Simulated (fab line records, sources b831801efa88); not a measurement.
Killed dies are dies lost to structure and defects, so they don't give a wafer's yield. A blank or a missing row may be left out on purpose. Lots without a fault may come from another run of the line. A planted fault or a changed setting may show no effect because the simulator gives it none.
fab line records | flow sky130
record lots=6 wafers=18 last_day=50
route steps=708 shown VIA4@645 METAL5@661 PAD_OPEN@708
lots that met no fault: from a run of the same line without faults
start_h: hours from the record's first day to the start of the lot's first wafer shown | wait_h: hours since the lot's step before | " the same as in the row above | L1.1+2: a row that stands for several wafers | - no value, or no start given | * or withheld: withheld | < > ~ a bound
route shown NAME@n: a module of which the file shows steps, and the number in the route of the first | usual: mean/standard deviation of fault-free wafers | same: alike in all rows | chamber/n: place in a boat | sites: the reading at each site | _std_site: their standard deviation | _edge_site: outer sites' mean less inner sites' | radius_mm: how far each site lies from the wafer's centre | mask NAME#n: copy n | behind: the tool/chamber that last shaped the wafer | hold: why the lot was held/for how many hours/how that ended | device: the transistor (n, p or np) that didn't switch | end of line: the same wafers' tests at the end of the route | a step without rows: its recipe alone | killed: dies lost to structure and defects at the first sort, not the wafer's yield | map: a wafer's dies, x killed, . not, _ none there
set.NAME: the setting as run; set.NAME@STEP: as run at that earlier step | model.NAME: the simulator's own value behind a step, which no gauge read
lots at some steps of the route; a table a step, a row a wafer
services: from which hour (start_h, from the record's first day; less than 0 if before it) a tool's chamber was out of use, for how many hours, and why
## steps
# step SKY_VIA4_COAT_06
# recipe resist=NOVOLAK spin_rpm=3000 resist_thk_nm=1140
# step SKY_VIA4_SOFTBAKE_07
# recipe temp_c=90 time_s=60 resist=NOVOLAK
# step SKY_VIA4_EXPOSE_08
# recipe mask_id=VIM4 na=0.6 source_shape=conventional sigma_outer=0.6 polarization=unpolarized target_cd_nm=800 dose_mj=132
# step SKY_VIA4_PEB_09
# recipe temp_c=withheld time_s=* resist=NOVOLAK
# step SKY_VIA4_DEVELOP_10
# recipe resist=NOVOLAK developer=TMAH develop_time_s=60 dev_temp_c=23
# step SKY_VIA4_OVL_MEAS_11
# usual VIA4_OVL=-0.1/1.5
# columns lot.wafer tool chamber start_h wait_h VIA4_OVL[nm]
L743.2 overlay-01 - 1016.46 0.1 -0.9
L743.4 " - " " -1.7
L743.6 " - " " 0.0
L748.4 overlay-02 - 1071.17 0.1 -0.8
L748.5 " - " " -0.3
L748.6 " - " " -0.1
L753.1 overlay-01 - 1085.33 0.1 1.3
L753.4 " - " " 1.5
L753.5 " - " " 0.5
L755.2 overlay-01 - 1095.56 0.1 4.5
L755.4 " - " " 3.7
L755.6 " - " " 2.3
L762.1 overlay-01 - 1140.85 0.1 0.9
L762.3 " - " " 1.6
L762.6 " - " " 0.8
L759.3 overlay-01 - 1141.51 0.1 0.1
L759.5 " - " " -1.6
L759.6 " - " " -0.8
# step SKY_VIA4_ETCH_12
# recipe target=SiO2 chemistry=C4F8/O2/Ar stop_on=TiN mask_material=NOVOLAK source_w=1500 bias_w=1200 pressure_mtorr=40 c4f8_flow_sccm=withheld O2_flow_sccm=6 Ar_flow_sccm=300 time_s=withheld target_depth_a=5800
# usual oes_product_au=0.925/0.0047
# columns lot.wafer tool chamber start_h wait_h oes_product_au
L743.2 rie_diel-04 3 1016.49 0.0 0.927
L743.4 " 1 " " 0.936
L743.6 " 3 " " 0.923
L748.4 rie_diel-01 1 1071.19 0.0 0.922
L748.5 " 3 " " 0.917
L748.6 " 2 " " 0.929
L753.1 rie_diel-01 1 1085.36 0.0 0.924
L753.4 " 3 " " 0.931
L753.5 " 2 " " 0.923
L755.2 rie_diel-04 0 1095.59 0.0 0.924
L755.4 " 2 " " 0.922
L755.6 " 2 " " 0.924
L762.1 rie_diel-01 1 1140.89 0.0 0.922
L762.3 " 2 " " 0.928
L762.6 " 1 " " 0.935
L759.3 rie_diel-02 3 1141.54 0.0 0.929
L759.5 " 2 " " 0.927
L759.6 " 1 " " 0.925
# step SKY_VIA4_STRIP_13
# recipe chemistry=O2/N2 power_w=1400 pressure_mtorr=1500 platen_temp_c=withheld o2_flow_sccm=3000 n2_flow_sccm=300 overash_fraction=0.5
# usual drypump_motor_current_A=5.31/0.25 oes_product_au=0.710/0.0049 strip_time_to_endpoint_s=12.79/0.035
# columns lot.wafer tool chamber start_h wait_h drypump_motor_current_A oes_product_au rf_hours_counter_h strip_time_to_endpoint_s
L743.2 plasma_asher-01 0 1016.56 - 5.58 0.709 123 12.79
L743.4 " 0 " " 5.57 0.706 - 12.77
L743.6 " 1 " " 4.91 0.712 - 12.84
L748.4 plasma_asher-03 0 1071.29 - 5.64 0.717 - 12.83
L748.5 " 0 " " 5.67 0.707 - 12.83
L748.6 " 1 " " 5.20 0.709 - 12.79
L753.1 plasma_asher-01 1 1085.44 - 4.93 0.711 2 12.81
L753.4 " 1 " " 4.92 0.707 - 12.81
L753.5 " 0 " " 5.57 0.714 - 12.82
L755.2 plasma_asher-01 1 1095.66 - 4.91 0.712 3 12.76
L755.4 " 0 " " 5.55 0.716 - 12.82
L755.6 " 1 " " 4.90 0.712 - 12.81
L762.1 plasma_asher-01 0 1140.96 - 5.56 0.706 8 12.79
L762.3 " 0 " " 5.55 0.718 - 12.83
L762.6 " 0 " " 5.55 0.708 - 12.80
L759.3 plasma_asher-02 1 1141.64 - 5.19 0.715 - 12.80
L759.5 " 1 " " 5.21 0.709 - 12.77
L759.6 " 0 " " 5.42 0.704 - 12.78
# step SKY_VIA4_STRIP_14
# recipe chemistry=post_etch_residue_remover time_s=1200 temp_c=72.5
# step SKY_VIA4_CLEAN_15
# recipe chemistry=IPA time_s=180 temp_c=25
# step SKY_VIA4_CLEAN_16
# recipe chemistry=O3/DIW dry=n2_spin
# step SKY_VIA4_SPUTTER_17
# recipe material=TiN target_thk_nm=20 chamber_pressure_pa=5 power_w=4000 time_s=80
# usual throttle_valve_pct=29.5/1.1
# columns lot.wafer tool chamber start_h wait_h throttle_valve_pct
L743.2 pvd_sputter-01 - 1017.16 0.0 30.0
L743.4 " - " " 30.0
L743.6 " - " " 30.4
L748.4 pvd_sputter-04 - 1071.85 0.0 29.1
L748.5 " - " " 27.8
L748.6 " - " " 29.1
L753.1 pvd_sputter-04 - 1086.03 0.0 31.0
L753.4 " - " " 28.0
L753.5 " - " " 27.9
L755.2 pvd_sputter-04 - 1096.25 0.0 27.8
L755.4 " - " " 31.1
L755.6 " - " " 31.1
L762.1 pvd_sputter-03 - 1141.68 0.0 28.0
L762.3 " - " " 29.4
L762.6 " - " " 31.4
L759.3 pvd_sputter-04 - 1142.24 0.0 29.1
L759.5 " - " " 29.2
L759.6 " - " " 29.2
# step SKY_VIA4_CVD_18
# recipe material=W target_thk_nm=505 time_s=152.14 temp_c=400 pressure_torr=40
# usual heater_power_outer_w=496/73 heater_power_w=812/90 susceptor_temp_C=399.98/0.22
# columns lot.wafer tool chamber start_h wait_h heater_power_outer_w heater_power_w susceptor_temp_C model.W_of_VIA4_CVD_18.thk_nm
L743.2 cvd_w-01 1 1017.22 0.0 431 730 399.83 502.8
L743.4 " 0 " " 619 971 400.16 503.4
L743.6 " 0 " " 614 980 400.29 509.2
L748.4 cvd_w-01 0 1071.96 0.1 609 965 399.70 502
L748.5 " 0 " " 614 975 400.05 505.7
L748.6 " 1 " " 425 714 400.06 504.3
L753.1 cvd_w-01 0 1086.09 0.0 855 1278 446.99 842.5
L753.4 " 1 " " 431 708 400.05 503
L753.5 " 1 " " 436 730 400.15 502.4
L755.2 cvd_w-01 1 1096.31 0.0 428 703 399.95 506.3
L755.4 " 1 " " 440 725 399.99 506.8
L755.6 " 0 " " 850 1288 447.00 839.7
L762.1 cvd_w-02 0 1141.74 0.0 498 772 399.91 495.2
L762.3 " 1 " " 444 790 400.03 519
L762.6 " 0 " " 494 797 399.64 495.2
L759.3 cvd_w-02 1 1142.35 0.1 455 772 400.00 508.3
L759.5 " 0 " " 481 787 400.27 489.5
L759.6 " 1 " " 450 779 400.05 511.3
# step SKY_VIA4_RS_MEAS_19
# recipe thk_meas_gauge=four-point-probe reads=W_of_VIA4_CVD_18+TiN_of_VIA4_SPUTTER_17
# usual VIA4_W_RS=0.227/0.003
# columns lot.wafer tool chamber start_h wait_h VIA4_W_RS[ohm/sq]
L743.2 film_metro-03 - 1017.39 0.1 0.227
L743.4 " - " " 0.227
L743.6 " - " " 0.224
L748.4 film_metro-04 - 1072.13 0.1 0.227
L748.5 " - " " 0.225
L748.6 " - " " 0.226
L753.1 film_metro-03 - 1086.24 0.1 0.135
L753.4 " - " " 0.228
L753.5 " - " " 0.227
L755.2 film_metro-03 - 1096.48 0.1 0.226
L755.4 " - " " 0.226
L755.6 " - " " 0.136
L762.1 film_metro-03 - 1141.89 0.1 0.231
L762.3 " - " " 0.221
L762.6 " - " " 0.231
L759.3 film_metro-04 - 1142.49 0.1 0.224
L759.5 " - " " 0.233
L759.6 " - " " 0.223
# step SKY_VIA4_THK_MEAS_20
# recipe thk_meas_gauge=xrf reads=W_of_VIA4_CVD_18
# usual VIA4_W_THK=499/7.2
# columns lot.wafer tool chamber start_h wait_h VIA4_W_THK[nm]
L743.2 film_metro-03 - 1017.50 0.1 496
L743.4 " - " " 497
L743.6 " - " " 504
L748.4 film_metro-04 - 1072.22 0.1 499
L748.5 " - " " 503
L748.6 " - " " 501
L753.1 film_metro-03 - 1086.36 0.1 823
L753.4 " - " " 497
L753.5 " - " " 497
L755.2 film_metro-03 - 1096.59 0.1 502
L755.4 " - " " 502
L755.6 " - " " 817
L762.1 film_metro-03 - 1142.01 0.1 485
L762.3 " - " " 514
L762.6 " - " " 488
L759.3 film_metro-04 - 1142.59 0.1 507
L759.5 " - " " 491
L759.6 " - " " 515
# step SKY_VIA4_CMP_21
# recipe stop_on=SiO2 t_overpolish_s=25 down_force_psi=3.5 platen_rpm=60 target_thk_nm=0 pad_velocity_m_s=0.94248
# usual motor_current_A=11.3/1.1 slurry_flow_ml_min=149.9/0.54 time_to_endpoint_s=122/6.8
# columns lot.wafer tool chamber start_h wait_h motor_current_A slurry_flow_ml_min time_to_endpoint_s
L743.4 cmp-02 2 1017.55 0.0 10.3 149.9 111
L743.2 " 0 " " 12.1 151.1 126
L743.6 " 3 " " 9.2 149.6 117
L748.4 cmp-01 1 1072.40 0.2 9.9 150.5 123
L748.6 " 2 " " 11.4 149.3 129
L748.5 " 3 " " 13.0 150.5 138
L753.1 cmp-01 3 1086.42 0.1 12.9 150.7 214
L753.4 " 1 " " 10.4 150.4 120
L753.5 " 3 " " 12.5 150.2 126
L755.4 cmp-02 1 1096.64 0.0 10.9 150.1 126
L755.2 " 3 " " 9.3 149.7 121
L755.6 " 2 " " 10.6 150.3 190
L762.3 cmp-02 1 1142.07 0.0 11.0 149.1 124
L762.1 " 0 " " 12.1 150.3 115
L762.6 " 1 " " 10.3 149.2 116
L759.3 cmp-02 0 1142.68 0.1 12.0 149.4 124
L759.5 " 3 " " 10.4 150.2 114
L759.6 " 0 " " 12.2 150.7 127
# step SKY_METAL5_SPUTTER_00
# recipe material=Ti target_thk_nm=15 power_w=3000 time_s=10 chamber_pressure_pa=0.4
# usual throttle_valve_pct=29.8/0.99
# columns lot.wafer tool chamber start_h wait_h throttle_valve_pct
L743.2 pvd_sputter-04 - 1017.85 0.1 27.8
L743.4 " - " " 30.9
L743.6 " - " " 29.1
L748.4 pvd_sputter-04 - 1072.55 0.1 29.1
L748.5 " - " " 28.9
L748.6 " - " " 30.7
L753.1 pvd_sputter-01 - 1086.72 0.2 29.8
L753.4 " - " " 28.6
L753.5 " - " " 29.8
L755.2 pvd_sputter-02 - 1096.94 0.1 29.4
L755.4 " - " " 30.4
L755.6 " - " " 30.3
L762.1 pvd_sputter-02 - 1142.37 0.1 29.7
L762.3 " - " " 30.3
L762.6 " - " " 29.3
L759.3 pvd_sputter-01 - 1142.93 0.2 28.5
L759.5 " - " " 30.0
L759.6 " - " " 30.5
# step SKY_PAD_OPEN_PROBE_99
# usual defect_limited_yield=82.5/2 killed_at_M0_to_M3=44/7.1 killed_at_M4_up=3.1/1.8 killed_at_contacts=24/5.3 killed_at_front_end=15/4.5 killed_at_other=0.2/0.42 killed_dies=86/9.6 killed_open=46/6.9 killed_short=40/6.4 sort_bin_3_pad_short=0.8/0.36 sort_bin_5_function=10.3/1.3 sort_bin_6_memory=6.4/1.2 sort_n_pass=406/9.6 sort_yield_pct=82.5/2
# same gross_dies=492 killed_at_back_side=0 sort_bin_4_leakage[%]=0 sort_bin_8_speed[%]=0
# columns lot.wafer tool chamber start_h wait_h defect_limited_yield[%] killed_at_M0_to_M3 killed_at_M4_up killed_at_contacts killed_at_front_end killed_at_other killed_dies killed_open killed_short sort_bin_3_pad_short[%] sort_bin_5_function[%] sort_bin_6_memory[%] sort_n_pass sort_yield_pct[%]
L743.2 prober-02 - 1085.48 0.1 82.9 45 2 26 11 0 84 48 36 0.8 10.2 6.1 408 82.9
L743.4 prober-02 - 1085.58 0.2 83.5 50 2 20 9 0 81 49 32 0.8 10.4 5.3 411 83.5
L743.6 prober-02 - 1085.68 0.2 78.3 48 5 45 9 0 107 57 50 1.4 12.2 8.1 385 78.3
# killed by level:class
L743.2 CONTACT:geometric_particle:open=13 VIA2:geometric_particle:open=8 VIA1:geometric_particle:open=7 LI_CONTACT:geometric_particle:open=6 VIA3:geometric_particle:open=6 VIA3:geometric_particle:short=6 METAL2:geometric_particle:short=6 VIA1:geometric_particle:short=4
L743.4 VIA1:geometric_particle:open=12 VIA2:geometric_particle:open=11 LI_CONTACT:geometric_particle:open=6 CONTACT:geometric_particle:open=5 METAL1:geometric_particle:short=5 METAL2:geometric_particle:short=5 VIA3:geometric_particle:short=5 VIA3:geometric_particle:open=5
L743.6 LI_CONTACT:geometric_particle:open=15 CONTACT:geometric_particle:open=10 VIA1:geometric_particle:open=10 LOCAL_INTERCONNECT:geometric_particle:short=8 VIA1:geometric_particle:short=7 VIA2:geometric_particle:open=7 VIA3:geometric_particle:open=7 LI_CONTACT:geometric_particle:short=6
## services
# columns tool chamber start_h hours kind
pvd_sputter-02 - 1003.35 1.8 repair
cvd_w-02 1 1003.52 10.5 repair
rie_diel-01 3 1008.91 8.8 repair
rie_diel-02 1 1023.81 4.2 repair
rie_diel-02 3 1027.61 8.1 repair
cmp-01 - 1028.42 0.9 repair
rie_diel-02 - 1029.11 28.1 pm
cmp-01 - 1037.75 8.1 pm
cvd_w-01 - 1053.05 1.6 repair
plasma_asher-01 - 1055.25 9.0 pm
rie_diel-04 - 1056.82 0.3 repair
plasma_asher-03 - 1058.10 1.0 repair
rie_diel-02 1 1062.96 17.3 repair
pvd_sputter-01 - 1064.74 0.5 repair
cmp-02 - 1066.19 2.4 repair
pvd_sputter-01 - 1071.49 4.3 repair
rie_diel-02 2 1084.66 7.8 repair
cmp-02 - 1089.95 4.0 pm
cvd_w-02 - 1103.12 4.8 repair
rie_diel-04 2 1103.34 3.6 repair
cmp-02 - 1110.39 6.6 pm
rie_diel-04 1 1121.34 2.6 repair
cmp-01 - 1126.83 1.0 repair
rie_diel-04 1 1128.37 3.1 repair
## key
first_sign step=SKY_VIA4_CVD_18 reading=susceptor_temp_C direction=up sigmas=99+ usual=* struck=*
effect step=SKY_VIA4_CVD_18 reading=heater_power_w direction=up sigmas=5.3 usual=* struck=*
effect step=SKY_VIA4_RS_MEAS_19 reading=VIA4_W_RS direction=down sigmas=30 usual=0.227 struck=0.136
effect step=SKY_VIA4_THK_MEAS_20 reading=VIA4_W_THK direction=up sigmas=45 usual=499 struck=820
effect step=SKY_VIA4_CMP_21 reading=time_to_endpoint_s direction=up sigmas=12 usual=* struck=*
model_effect step=SKY_VIA4_CVD_18 value=W_of_VIA4_CVD_18.thk_nm without=501 struck=841.1
met_at SKY_VIA4_CVD_18
struck_wafers L753.1,L755.6
onset_between 1071.96 1086.09
fault kind=process_parameter_drift tool=cvd_w-01 chamber=0 onset_h=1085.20 steps=SKY_VIA4_CVD_18 channel=temp_c offset=* shape=step end_h=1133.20 acts_in=* stated=*
